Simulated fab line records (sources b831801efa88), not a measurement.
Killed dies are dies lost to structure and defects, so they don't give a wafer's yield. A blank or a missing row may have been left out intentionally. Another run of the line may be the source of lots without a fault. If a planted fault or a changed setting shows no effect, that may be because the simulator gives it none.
fab line records	flow sky130
[record] lots = 6	wafers = 18	last_day = 48
route steps=708 shown METAL3@555 PAD_OPEN@708
lots with no fault: from the same line, run without faults
start_h: the number of hours between the record's first day and the start of the first shown wafer of the lot	wait_h: hours elapsed since this lot's preceding step	" repeats the value in the row above	L1.1+2: one row covering several wafers at once	- value missing, or start not given	* or withheld: withheld	< > ~ a bound
route shown NAME@n: NAME is a module with steps in the file, n the number in the route of the first one	usual: the fault-free wafers' mean and standard deviation	same: alike in all rows	chamber/n: place in a boat	sites: per-site readings	_std_site: the standard deviation of these	_edge_site: inner sites' mean taken away from outer sites' mean	radius_mm: how far each site lies from the wafer's centre	mask NAME#n: copy n	behind: the most recent tool/chamber to have shaped the wafer	hold: reason for holding the lot/hours on hold/outcome of the hold	device: which transistor (n, p or np) failed to switch	end of line: tests run on the same wafers once the route is complete	step lacking rows: just its recipe	killed: not the wafer's yield, but the dies lost to structure and defects at the first sort	map: dies across one wafer; x = killed, . = not, _ = none there
set.NAME: the setting that was run; set.NAME@STEP: the one run at that earlier step	model.NAME: the simulator's own value behind a step, which no gauge read
lots seen at some steps along the route; tables by step, rows by wafer
services: the hour from which a tool's chamber was out of use, counted from the record's first day as start_h (under 0 if before that day), plus the number of hours and why
[[steps]]
[step SKY_METAL3_DEHYDRATE_05]
[recipe] temp_c = 200	time_s = 60
[step SKY_METAL3_HMDS_06]
[recipe] prime_time_s = 60	prime_temp_c = 120
[step SKY_METAL3_COAT_07]
[recipe] resist = BARC	temp_c = withheld	time_s = withheld	spin_rpm = 3000	resist_thk_nm = 60
[step SKY_METAL3_COAT_08]
[recipe] resist = KrF-thick	spin_rpm = 3000	resist_thk_nm = 1140
[step SKY_METAL3_SOFTBAKE_09]
[recipe] temp_c = 100	time_s = 90	resist = KrF-thick
[step SKY_METAL3_EXPOSE_10]
[recipe] mask_id = MM3	na = 0.68	source_shape = annular	sigma_inner = 0.4	sigma_outer = 0.8	target_cd_nm = 300	dose_mj = 28
[step SKY_METAL3_PEB_11]
[recipe] peb_temp_c = withheld	peb_time_s = withheld	resist = KrF-thick
[step SKY_METAL3_DEVELOP_12]
[recipe] develop_time_s = 60	resist = KrF-thick	dev_temp_c = 21
[step SKY_METAL3_CD_MEAS_13]
[recipe] target_cd_nm = 300
[usual] cd_nm = 299.7/1.6
lot.wafer	tool	chamber	start_h	wait_h	cd_nm
L461.4	cd_sem-01	-	912.91	-	299.0
L461.5	"	-	"	"	300.0
L461.6	"	-	"	"	299.9
L466.1	cd_sem-02	-	956.15	-	297.8
L466.3	"	-	"	"	298.0
L466.6	"	-	"	"	299.6
L468.2	cd_sem-02	-	972.23	-	299.9
L468.3	"	-	"	"	300.1
L468.6	"	-	"	"	299.4
L471.2	cd_sem-01	-	991.07	-	299.8
L471.3	"	-	"	"	299.8
L471.4	"	-	"	"	298.7
L475.2	cd_sem-02	-	1001.57	-	300.3
L475.3	"	-	"	"	299.0
L475.6	"	-	"	"	298.6
L474.3	cd_sem-01	-	1005.18	-	299.0
L474.4	"	-	"	"	299.4
L474.6	"	-	"	"	299.9
[step SKY_METAL3_OVL_MEAS_14]
[usual] METAL3_OVL = 0/4.4
lot.wafer	tool	chamber	start_h	wait_h	METAL3_OVL[nm]
L461.4	overlay-02	-	912.99	0.1	-2
L461.5	"	-	"	"	7
L461.6	"	-	"	"	5
L466.1	overlay-01	-	956.27	0.1	3
L466.3	"	-	"	"	-3
L466.6	"	-	"	"	8
L468.2	overlay-02	-	972.34	0.1	3
L468.3	"	-	"	"	0
L468.6	"	-	"	"	0
L471.2	overlay-01	-	991.18	0.1	-3
L471.3	"	-	"	"	-4
L471.4	"	-	"	"	3
L475.2	overlay-02	-	1001.68	0.1	-5
L475.3	"	-	"	"	-4
L475.6	"	-	"	"	-8
L474.3	overlay-01	-	1005.27	0.1	0
L474.4	"	-	"	"	-2
L474.6	"	-	"	"	0
[step SKY_METAL3_DESCUM_15]
[recipe] chemistry = O2	source_power_w = 150	bias_power_w = 0	pressure_mtorr = 10	temp_c = 40	time_s = 8
[usual] drypump_motor_current_A = 5.8/0.41	he_backside_leak_sccm = 3.43/0.21	oes_product_au = 1.002/0.01
lot.wafer	tool	chamber	start_h	wait_h	drypump_motor_current_A	he_backside_leak_sccm	oes_product_au	rf_hours_counter_h
L461.4	rie_metal-04	0	913.02	0.0	6.2	3.28	0.999	-
L461.5	"	1	"	"	5.1	3.50	0.996	-
L461.6	"	0	"	"	6.2	3.29	1.002	-
L466.1	rie_metal-04	0	956.31	0.0	6.2	3.21	1.009	16
L466.3	"	0	"	"	6.2	3.24	1.011	-
L466.6	"	0	"	"	6.2	3.28	1.018	-
L468.2	rie_metal-03	0	972.37	0.0	5.9	3.50	1.010	2
L468.3	"	1	"	"	5.9	3.16	0.983	-
L468.6	"	1	"	"	6.0	3.14	0.984	-
L471.2	rie_metal-04	0	991.21	0.0	6.2	3.41	0.999	18
L471.3	"	0	"	"	6.2	3.31	0.996	-
L471.4	"	1	"	"	5.1	3.57	1.006	-
L475.2	rie_metal-02	1	1001.71	0.0	6.1	3.43	1.016	5
L475.3	"	0	"	"	6.0	3.60	1.009	-
L475.6	"	1	"	"	6.1	3.51	1.000	-
L474.3	rie_metal-04	1	1005.30	0.0	5.1	3.59	0.996	-
L474.4	"	0	"	"	6.2	3.10	0.991	-
L474.6	"	1	"	"	5.2	3.54	0.994	-
[step SKY_METAL3_ETCH_16]
[recipe] chemistry = N2/H2	target = BARC	ion_energy_ev = 200	bias_w = 100	pressure_mtorr = 30	n2_flow_sccm = 100	h2_flow_sccm = 200	icp_w = 500	stop_on = SiO2	time_s = 88.2	target_depth_a = 600
[usual] drypump_motor_current_A = 5.8/0.41	he_backside_leak_sccm = 3.44/0.27	oes_product_au = 0.626/0.005	throttle_valve_pct = 13.205/0.0096
lot.wafer	tool	chamber	start_h	wait_h	drypump_motor_current_A	he_backside_leak_sccm	oes_product_au	rf_hours_counter_h	throttle_valve_pct
L461.4	rie_metal-04	0	913.07	0.0	6.2	3.24	0.623	-	13.207
L461.5	"	1	"	"	5.2	3.63	0.625	-	13.214
L461.6	"	0	"	"	6.2	3.27	0.625	-	13.206
L466.1	rie_metal-04	0	956.34	0.0	6.2	3.28	0.622	16	13.208
L466.3	"	0	"	"	6.2	3.35	0.622	-	13.199
L466.6	"	0	"	"	6.2	3.17	0.620	-	13.206
L468.2	rie_metal-03	0	972.40	0.0	5.9	3.49	0.633	3	13.212
L468.3	"	1	"	"	6.0	3.38	0.629	-	13.213
L468.6	"	1	"	"	6.0	3.33	0.624	-	13.207
L471.2	rie_metal-04	0	991.24	0.0	6.2	3.27	0.624	18	13.201
L471.3	"	0	"	"	6.2	3.28	0.617	-	13.216
L471.4	"	1	"	"	5.2	3.43	0.636	-	13.186
L475.2	rie_metal-02	1	1001.74	0.0	6.1	3.29	0.620	5	13.206
L475.3	"	0	"	"	6.0	3.61	0.629	-	13.204
L475.6	"	1	"	"	6.1	3.39	0.624	-	13.210
L474.3	rie_metal-04	1	1005.36	0.0	5.2	3.50	0.628	-	13.208
L474.4	"	0	"	"	6.2	3.09	0.624	-	13.196
L474.6	"	1	"	"	5.1	3.44	0.621	-	13.195
[step SKY_METAL3_ETCH_17]
[recipe] target = SiO2	stop_on = TiN	chemistry = C4F8/O2/Ar	source_w = 1500	bias_w = 1200	pressure_mtorr = 40	c4f8_flow_sccm = withheld	O2_flow_sccm = 6	Ar_flow_sccm = 300	time_s = 3.9	target_depth_a = 150
[usual] oes_product_au = 0.755/0.0083
lot.wafer	tool	chamber	start_h	wait_h	oes_product_au	rf_hours_counter_h	model.TiN_of_METAL3_SPUTTER_04.thk_nm
L461.4	rie_diel-02	1	913.14	0.0	0.742	20	70.44
L461.5	"	2	"	"	0.750	-	69.84
L461.6	"	3	"	"	0.761	-	70.18
L466.1	rie_diel-04	0	956.44	0.1	0.754	4	69.93
L466.3	"	2	"	"	0.755	12	70.34
L466.6	"	0	"	"	0.766	-	70.4
L468.2	rie_diel-02	1	972.50	0.1	0.760	21	68.64
L468.3	"	3	"	"	0.747	4	69.09
L468.6	"	1	"	"	0.774	-	69.43
L471.2	rie_diel-02	3	991.34	0.1	0.754	5	69.23
L471.3	"	2	"	"	0.751	17	68.75
L471.4	"	2	"	"	0.752	-	68.74
L475.2	rie_diel-01	0	1001.84	0.1	0.750	19	70.65
L475.3	"	2	"	"	0.754	15	69.83
L475.6	"	1	"	"	0.751	-	70.8
L474.3	rie_diel-04	3	1005.42	0.0	0.772	8	69.52
L474.4	"	2	"	"	0.761	13	70.1
L474.6	"	1	"	"	0.766	-	69.15
[step SKY_METAL3_METAL_ETCH_18]
[recipe] target_depth_a = 8450	stop_on = SiO2	over_etch_frac = 0.3	time_s = 183.1	chemistry = Cl2/BCl3	resist_sidewall_deg = 88	pressure_mtorr = 10	icp_w = 900	bias_w = 48.5	Cl2_flow_sccm = 60	bcl3_flow_sccm = 30
[usual] drypump_motor_current_A = 5.94/0.23	he_backside_leak_sccm = 3.40/0.28	oes_product_au = 0.867/0.0063	throttle_valve_pct = 22.265/0.0085
lot.wafer	tool	chamber	start_h	wait_h	drypump_motor_current_A	he_backside_leak_sccm	oes_product_au	rf_hours_counter_h	throttle_valve_pct
L461.4	rie_metal-02	0	913.22	0.1	6.03	3.54	0.870	-	22.253
L461.5	"	1	"	"	6.16	3.29	0.863	-	22.262
L461.6	"	0	"	"	6.02	3.53	0.870	-	22.260
L466.1	rie_metal-03	0	956.46	0.0	5.86	3.56	0.859	2	22.277
L466.3	"	0	"	"	5.87	3.50	0.867	-	22.268
L466.6	"	0	"	"	5.87	3.46	0.869	-	22.263
L468.2	rie_metal-04	1	972.52	0.0	5.14	3.50	0.859	13	22.265
L468.3	"	1	"	"	5.14	3.51	0.856	-	22.261
L468.6	"	0	"	"	6.15	3.33	0.855	-	22.273
L471.2	rie_metal-02	1	991.36	0.0	6.16	3.33	0.878	4	22.278
L471.3	"	0	"	"	6.01	3.59	0.873	-	22.276
L471.4	"	1	"	"	6.16	3.11	0.863	-	22.270
L475.2	rie_metal-03	0	1001.86	0.0	5.85	3.65	0.873	4	22.258
L475.3	"	1	"	"	5.97	3.24	0.864	-	22.259
L475.6	"	0	"	"	5.88	3.59	0.862	-	22.277
L474.3	rie_metal-03	1	1005.50	0.1	5.95	3.12	0.873	-	22.283
L474.4	"	0	"	"	5.87	3.48	0.877	-	22.262
L474.6	"	0	"	"	5.86	3.55	0.881	-	22.259
[step SKY_PAD_OPEN_PROBE_99]
[usual] defect_limited_yield = 82.5/1.9	killed_at_M0_to_M3 = 43/6.8	killed_at_M4_up = 3.2/1.8	killed_at_contacts = 24/6.2	killed_at_front_end = 15/4.7	killed_at_other = 0.4/0.63	killed_dies = 86/9.6	killed_on_rim = 17/3.9	killed_open = 47/6.9	killed_short = 39/6.3	sort_bin_3_pad_short = 0.9/0.46	sort_bin_5_function = 10.5/1.5	sort_bin_6_memory = 6.1/1.1	sort_n_pass = 406/9.6	sort_yield_pct = 82.5/1.9
[same] gross_dies = 492	killed_at_back_side = 0	sort_bin_4_leakage[%] = 0	sort_bin_8_speed[%] = 0
lot.wafer	tool	chamber	start_h	wait_h	defect_limited_yield[%]	killed_at_M0_to_M3	killed_at_M4_up	killed_at_contacts	killed_at_front_end	killed_at_other	killed_dies	killed_on_rim	killed_open	killed_short	sort_bin_3_pad_short[%]	sort_bin_5_function[%]	sort_bin_6_memory[%]	sort_n_pass	sort_yield_pct[%]
L461.4	prober-02	-	1080.63	0.2	85.0	36	2	22	14	0	74	15	44	29	0.4	7.9	6.7	418	85.0
L461.5	prober-02	-	1080.68	0.2	83.3	40	0	31	11	0	82	15	47	35	0.6	10.0	6.1	410	83.3
L461.6	prober-02	-	1080.73	0.2	80.1	47	2	36	13	0	98	18	59	39	1.6	12.0	6.3	394	80.1
L466.1	prober-01	-	1119.03	0.1	82.7	34	4	34	13	0	85	15	49	36	0.6	9.6	7.1	407	82.7
L466.3	prober-01	-	1119.13	0.2	80.5	42	6	28	20	0	96	25	51	45	1.0	11.6	6.9	396	80.5
L466.6	prober-01	-	1119.28	0.2	84.6	38	2	15	20	1	76	14	42	34	0.8	10.6	4.1	416	84.6
L468.2	prober-01	-	1131.77	0.1	84.6	39	1	22	14	0	76	15	40	36	0.8	10.0	4.7	416	84.6
L468.3	prober-01	-	1131.82	0.2	82.7	41	3	22	19	0	85	16	43	42	0.2	10.6	6.5	407	82.7
L468.6	prober-01	-	1131.97	0.2	84.3	39	1	26	11	0	77	15	46	31	1.0	8.9	5.7	415	84.3
L471.2	prober-02	-	1149.58	0.1	79.9	46	3	29	19	2	99	18	52	46	0.8	12.0	7.3	393	79.9
L471.3	prober-02	-	1149.63	0.2	80.1	52	2	28	16	0	98	12	54	44	0.4	11.8	7.7	394	80.1
L471.4	prober-02	-	1149.68	0.2	82.5	35	5	19	26	1	86	23	47	39	0.4	9.1	7.9	406	82.5
L475.2	prober-01	-	1157.67	0.1	83.1	41	2	30	10	0	83	16	42	40	1.0	9.1	6.7	409	83.1
L475.3	prober-01	-	1157.72	0.2	81.9	37	1	37	14	0	89	22	53	34	0.8	11.2	6.1	403	81.9
L475.6	prober-01	-	1157.87	0.2	82.7	44	3	21	17	0	85	18	47	38	1.8	9.8	5.7	407	82.7
L474.3	prober-02	-	1160.98	0.2	81.3	49	2	25	16	0	92	19	53	39	1.0	11.0	6.7	400	81.3
L474.4	prober-02	-	1161.03	0.2	83.5	39	3	20	19	0	81	20	48	32	1.0	8.7	6.7	411	83.5
L474.6	prober-02	-	1161.13	0.2	83.7	49	2	15	13	1	80	18	44	34	1.2	8.5	6.5	412	83.7
// killed by level:class
L461.4 VIA1:geometric_particle:open=9 VIA3:geometric_particle:open=7 CONTACT:geometric_particle:open=7 VIA2:geometric_particle:open=7 CONTACT:geometric_particle:short=6 LI_CONTACT:geometric_particle:open=4 METAL2:geometric_particle:short=4 FIELD_ISO:geometric_particle:short=3
L461.5 CONTACT:geometric_particle:open=10 LI_CONTACT:geometric_particle:open=8 METAL1:geometric_particle:short=7 VIA3:geometric_particle:open=7 VIA2:geometric_particle:open=7 LOCAL_INTERCONNECT:geometric_particle:short=6 VIA1:geometric_particle:open=6 FIELD_ISO:geometric_particle:short=4
L461.6 CONTACT:geometric_particle:open=14 LI_CONTACT:geometric_particle:open=10 VIA1:geometric_particle:open=10 VIA2:geometric_particle:open=9 METAL3:geometric_particle:short=5 LOCAL_INTERCONNECT:geometric_particle:short=5 VIA1:geometric_particle:short=5 VIA3:geometric_particle:open=5
L466.1 CONTACT:geometric_particle:open=16 LI_CONTACT:geometric_particle:open=7 CONTACT:geometric_particle:short=7 METAL2:geometric_particle:short=7 VIA1:geometric_particle:open=7 POLY_GATE:geometric_particle:open=6 VIA3:geometric_particle:open=5 VIA2:geometric_particle:open=4
L466.3 CONTACT:geometric_particle:open=10 LI_CONTACT:geometric_particle:open=9 VIA2:geometric_particle:open=9 FIELD_ISO:geometric_particle:short=8 VIA1:geometric_particle:open=8 VIA1:geometric_particle:short=6 METAL2:geometric_particle:short=5 METAL1:geometric_particle:short=5
L466.6 VIA1:geometric_particle:open=11 FIELD_ISO:geometric_particle:open=8 CONTACT:geometric_particle:short=7 VIA2:geometric_particle:open=6 VIA3:geometric_particle:short=5 VIA1:geometric_particle:short=4 POLY_GATE:geometric_particle:short=3 LI_CONTACT:geometric_particle:open=3
L468.2 VIA1:geometric_particle:open=9 VIA3:geometric_particle:open=7 VIA2:geometric_particle:open=6 FIELD_ISO:geometric_particle:short=5 LOCAL_INTERCONNECT:geometric_particle:short=5 CONTACT:geometric_particle:open=5 LI_CONTACT:geometric_particle:open=4 CONTACT:geometric_particle:short=4
L468.3 LI_CONTACT:geometric_particle:open=11 VIA1:geometric_particle:open=10 VIA2:geometric_particle:short=5 VIA1:geometric_particle:short=5 FIELD_ISO:geometric_particle:open=4 LOCAL_INTERCONNECT:geometric_particle:short=4 POLY_GATE:geometric_particle:short=4 VIA2:geometric_particle:open=4
L468.6 VIA1:geometric_particle:open=11 CONTACT:geometric_particle:short=7 CONTACT:geometric_particle:open=7 VIA2:geometric_particle:open=6 LI_CONTACT:geometric_particle:open=5 VIA3:geometric_particle:open=5 LOCAL_INTERCONNECT:geometric_particle:short=4 VIA1:geometric_particle:short=4
L471.2 VIA1:geometric_particle:open=16 CONTACT:geometric_particle:open=10 METAL2:geometric_particle:short=8 VIA2:geometric_particle:open=7 POLY_GATE:geometric_particle:open=6 CONTACT:geometric_particle:short=6 FIELD_ISO:geometric_particle:short=5 LI_CONTACT:geometric_particle:open=5
L471.3 VIA1:geometric_particle:open=11 LI_CONTACT:geometric_particle:open=10 VIA2:geometric_particle:open=9 CONTACT:geometric_particle:open=6 POLY_GATE:geometric_particle:open=6 VIA2:geometric_particle:short=6 METAL1:geometric_particle:short=6 LOCAL_INTERCONNECT:geometric_particle:short=5
L471.4 VIA1:geometric_particle:open=10 FIELD_ISO:geometric_particle:open=8 POLY_GATE:geometric_particle:open=7 CONTACT:geometric_particle:open=7 METAL1:geometric_particle:short=7 LI_CONTACT:geometric_particle:open=6 METAL4:geometric_particle:short=5 METAL2:geometric_particle:short=5
L475.2 VIA2:geometric_particle:open=9 LI_CONTACT:geometric_particle:open=8 CONTACT:geometric_particle:short=8 CONTACT:geometric_particle:open=8 VIA1:geometric_particle:short=7 VIA1:geometric_particle:open=7 LOCAL_INTERCONNECT:geometric_particle:short=5 METAL3:geometric_particle:short=4
L475.3 CONTACT:geometric_particle:open=16 VIA2:geometric_particle:open=10 LI_CONTACT:geometric_particle:open=7 VIA1:geometric_particle:open=7 FIELD_ISO:geometric_particle:short=6 LOCAL_INTERCONNECT:geometric_particle:short=6 VIA3:geometric_particle:open=5 METAL2:geometric_particle:short=5
L475.6 CONTACT:geometric_particle:open=10 VIA1:geometric_particle:open=9 VIA3:geometric_particle:open=8 METAL2:geometric_particle:short=7 POLY_GATE:geometric_particle:short=6 VIA2:geometric_particle:open=5 FIELD_ISO:geometric_particle:short=4 FIELD_ISO:geometric_particle:open=4
L474.3 VIA1:geometric_particle:open=14 CONTACT:geometric_particle:open=12 FIELD_ISO:geometric_particle:short=7 VIA2:geometric_particle:open=7 VIA1:geometric_particle:short=6 LI_CONTACT:geometric_particle:open=5 VIA3:geometric_particle:open=5 METAL2:geometric_particle:short=5
L474.4 VIA1:geometric_particle:open=10 LI_CONTACT:geometric_particle:open=9 VIA2:geometric_particle:open=9 CONTACT:geometric_particle:open=7 POLY_GATE:geometric_particle:short=5 VIA1:geometric_particle:short=5 POLY_GATE:geometric_particle:open=4 METAL1:geometric_particle:short=4
L474.6 VIA2:geometric_particle:open=11 VIA1:geometric_particle:open=10 VIA3:geometric_particle:open=7 METAL1:geometric_particle:short=6 CONTACT:geometric_particle:short=5 FIELD_ISO:geometric_particle:short=4 CONTACT:geometric_particle:open=4 METAL3:geometric_particle:short=4
[[services]]
tool	chamber	start_h	hours	kind
rie_diel-04	1	890.73	2.5	repair
rie_diel-04	0	900.77	12.4	repair
rie_metal-03	0	907.63	-	clean
rie_metal-03	0	907.63	13.3	scheduled_down
rie_metal-03	0	907.63	13.3	vent_cycle
rie_diel-02	0	939.08	9.1	repair
rie_diel-02	1	945.24	4.0	repair
rie_diel-01	3	945.74	12.3	repair
rie_diel-04	-	949.80	2.8	pm
rie_metal-04	-	956.44	1.4	pm
rie_diel-02	2	961.55	20.1	repair
rie_diel-01	2	965.29	5.4	repair
rie_diel-02	0	981.61	-	clean
rie_diel-02	0	981.61	17.1	scheduled_down
rie_diel-02	0	981.61	17.1	vent_cycle
[[key]]
first_sign none at tools or gauges
[model_effect] step = SKY_METAL3_ETCH_17	value = TiN_of_METAL3_SPUTTER_04.thk_nm	without = 69.41	struck = 69.03
met_at SKY_METAL3_ETCH_17
struck_wafers L468.2,L468.3,L468.6,L471.2,L471.3
onset_between 913.14 972.50
[fault] kind = process_parameter_drift	tool = rie_diel-02	chamber = -	onset_h = 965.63	steps = SKY_METAL3_ETCH_17	channel = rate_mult	offset = 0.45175	shape = step	end_h = 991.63	scope = struck_wafers_only
